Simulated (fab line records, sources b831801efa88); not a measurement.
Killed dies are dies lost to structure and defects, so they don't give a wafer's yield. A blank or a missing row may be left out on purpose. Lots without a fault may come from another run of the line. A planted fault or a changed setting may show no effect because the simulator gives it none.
Which tool did it? | flow sky130 | 15 lots, 45 wafers sampled, at 2 steps of a route of 708

WHAT THE GAUGES READ, wafer by wafer
SKY_METAL3_OVL_MEAS_14. Usual: METAL3_OVL 4 nm, standard deviation 6.5.
lot  | measured     | on         | METAL3_OVL (nm) | flag
L242 | day 39 04:20 | overlay-01 | 2 8 -2          |
L245 | day 40 05:34 | overlay-01 | 6 11 1          |
L246 | day 40 06:31 | overlay-01 | 1 9 7           |
L248 | day 40 17:52 | overlay-01 | 0 -1 6          |
L247 | day 40 19:46 | overlay-02 | -1 17 13        |
L251 | day 41 21:32 | overlay-01 | -2 14 19        |
L253 | day 42 08:11 | overlay-02 | -2 12 6         |
L256 | day 43 01:40 | overlay-02 | -6 -10 -9       |
L258 | day 43 12:20 | overlay-02 | 6 8 7           |
L259 | day 43 19:29 | overlay-02 | 3 8 8           |
L260 | day 44 04:02 | overlay-02 | 1 2 -3          |
L261 | day 44 05:37 | overlay-01 | 26 5 9          |
L262 | day 44 15:17 | overlay-02 | -3 -5 -3        |
L263 | day 44 23:34 | overlay-01 | 3 6 11          |
L264 | day 45 04:11 | overlay-02 | 3 9 6           |

SKY_VIA3_OVL_MEAS_13. Usual: VIA3_OVL 2 nm, standard deviation 4.5.
lot  | measured     | on         | VIA3_OVL (nm) | flag
L242 | day 40 07:17 | overlay-01 | 6 3 11        |
L245 | day 41 07:29 | overlay-02 | -9 -6 0       |
L246 | day 41 08:45 | overlay-01 | -3 5 5        |
L248 | day 41 19:19 | overlay-01 | 7 5 7         |
L247 | day 41 21:25 | overlay-02 | -8 4 3        |
L251 | day 42 22:35 | overlay-01 | -2 1 1        |
L253 | day 43 08:38 | overlay-01 | -4 7 3        |
L256 | day 44 01:33 | overlay-02 | 2 4 5         |
L258 | day 44 12:03 | overlay-02 | 6 -3 7        |
L259 | day 44 19:08 | overlay-02 | 2 -5 7        |
L260 | day 45 03:01 | overlay-01 | 1 13 -6       |
L261 | day 45 04:45 | overlay-01 | -3 5 4        |
L262 | day 45 14:35 | overlay-02 | 2 -1 7        |
L263 | day 45 22:26 | overlay-02 | -7 -6 5       |
L264 | day 46 02:19 | overlay-02 | 6 -1 0        |

WHICH TOOL RAN EACH LOT (tool, then ch and the chambers of the sampled wafers, then the start)
The record holds no process step before these readings.

WHAT THE TOOLS THEMSELVES READ (means of the sampled wafers that have a number; where no wafer has one, the mark that the record gives instead)
The record holds no such reading with a usual standard deviation.

THE ANSWER, worked out from the rows above alone
Rule: a lot is off if the mean of its wafers that have a number lies more than 3 standard deviations from the usual mean. A lot without any number at a reading at which 4 lots or more have one is off too. The other lots that the step has rows for count as sound. The gauges are gone through in route order, then the tools' own readings, and for those a lot's mean is taken as printed above. The first step at which some lot is off is used, and at that step the reading that is off furthest; a lot without a number counts as furthest.
No lot is off at any reading shown: from this, nothing can be told.

WHAT THE SIMULATOR HAD PUT IN
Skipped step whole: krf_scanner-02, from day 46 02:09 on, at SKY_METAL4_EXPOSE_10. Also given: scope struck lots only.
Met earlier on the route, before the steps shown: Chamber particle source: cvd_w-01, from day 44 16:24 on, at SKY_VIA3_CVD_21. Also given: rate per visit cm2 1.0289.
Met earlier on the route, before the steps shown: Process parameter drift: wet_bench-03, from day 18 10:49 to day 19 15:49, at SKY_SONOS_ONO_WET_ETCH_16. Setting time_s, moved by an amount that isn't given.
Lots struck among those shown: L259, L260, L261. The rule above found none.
